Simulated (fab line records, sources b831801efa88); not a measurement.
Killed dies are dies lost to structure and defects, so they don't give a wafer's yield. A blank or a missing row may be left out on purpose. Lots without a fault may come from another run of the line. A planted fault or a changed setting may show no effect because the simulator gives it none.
Which tool did it? | flow gf180mcu | 14 lots, 42 wafers sampled, at 2 steps of a route of 602

WHAT THE GAUGES READ, wafer by wafer
GF_SAB_CD_MEAS_09: target cd 420 nm.
lot  | measured     | on        | cd_nm (nm)
L589 | day 15 01:58 | cd_sem-01 | 418.3 420.6 419.8
L590 | day 15 12:32 | cd_sem-01 | 419.2 418.0 417.3
L591 | day 15 21:32 | cd_sem-02 | 419.8 419.0 418.9
L593 | day 16 09:56 | cd_sem-01 | 414.1 416.0 417.1
L598 | day 18 08:23 | cd_sem-02 | 419.2 420.6 420.9
L599 | day 18 20:41 | cd_sem-01 | 418.6 420.6 416.5
L600 | day 19 01:32 | cd_sem-01 | 421.7 418.0 420.3
L604 | day 20 13:04 | cd_sem-01 | 420.0 419.8 419.2
L607 | day 21 14:22 | cd_sem-02 | 417.3 418.6 416.6
L608 | day 22 04:19 | cd_sem-01 | 424.7 422.1 423.0
L609 | day 22 09:00 | cd_sem-02 | 417.6 417.8 417.5
L610 | day 22 10:47 | cd_sem-02 | 419.8 419.7 418.7
L611 | day 22 20:06 | cd_sem-02 | 424.8 423.1 424.5
L606 | day 24 06:34 | cd_sem-01 | 415.6 416.4 416.0

GF_SAB_OVL_MEAS_10.
lot  | measured     | on         | SAB_OVL (nm)
L589 | day 15 02:05 | overlay-02 | 0.7 -2.4 -2.4
L590 | day 15 12:37 | overlay-01 | -2.1 -0.8 -2.1
L591 | day 15 21:40 | overlay-01 | 1.0 -0.9 -0.1
L593 | day 16 10:04 | overlay-01 | -0.5 0.6 1.8
L598 | day 18 08:31 | overlay-02 | -3.1 -0.9 -1.2
L599 | day 18 20:49 | overlay-01 | -0.4 -1.1 -0.1
L600 | day 19 01:39 | overlay-02 | -0.7 0.1 -1.7
L604 | day 20 13:11 | overlay-01 | -0.8 -4.8 -2.3
L607 | day 21 14:29 | overlay-02 | 1.0 -2.7 -0.8
L608 | day 22 04:26 | overlay-01 | -0.6 -2.3 -1.6
L609 | day 22 09:07 | overlay-02 | 0.2 -0.8 1.0
L610 | day 22 10:54 | overlay-01 | -0.8 -1.3 0.4
L611 | day 22 20:13 | overlay-01 | -1.1 -1.9 -0.3
L606 | day 24 06:41 | overlay-02 | -1.8 1.5 -1.0

WHICH TOOL RAN EACH LOT (tool, then ch and the chambers of the sampled wafers, then the start)
The record holds no process step before these readings.

WHAT THE TOOLS THEMSELVES READ (means of the sampled wafers that have a number; where no wafer has one, the mark that the record gives instead)
The record holds no such reading with a usual standard deviation.

THE ANSWER, worked out from the rows above alone
Rule: what is usual is taken from the lots themselves. Put in order of their means at a reading, lots are off if they are a third of the lots or fewer, leave a main group of 4 or more, and stand apart from it by a gap of 3 or more times the standard deviation of the main group's means; of several such gaps the widest counts. A main group whose means are all the same, to the digits that the tables above print for the reading, isn't used. A lot without any number at a reading at which 4 lots or more have one is off too. The other lots that the step has rows for count as sound. The gauges are gone through in route order, then the tools' own readings, and for those a lot's mean is taken as printed above. The first step at which some lot is off is used, and at that step the reading that is off furthest; a lot without a number counts as furthest.
No lot is off at any reading shown: from this, nothing can be told.

WHAT THE SIMULATOR HAD PUT IN
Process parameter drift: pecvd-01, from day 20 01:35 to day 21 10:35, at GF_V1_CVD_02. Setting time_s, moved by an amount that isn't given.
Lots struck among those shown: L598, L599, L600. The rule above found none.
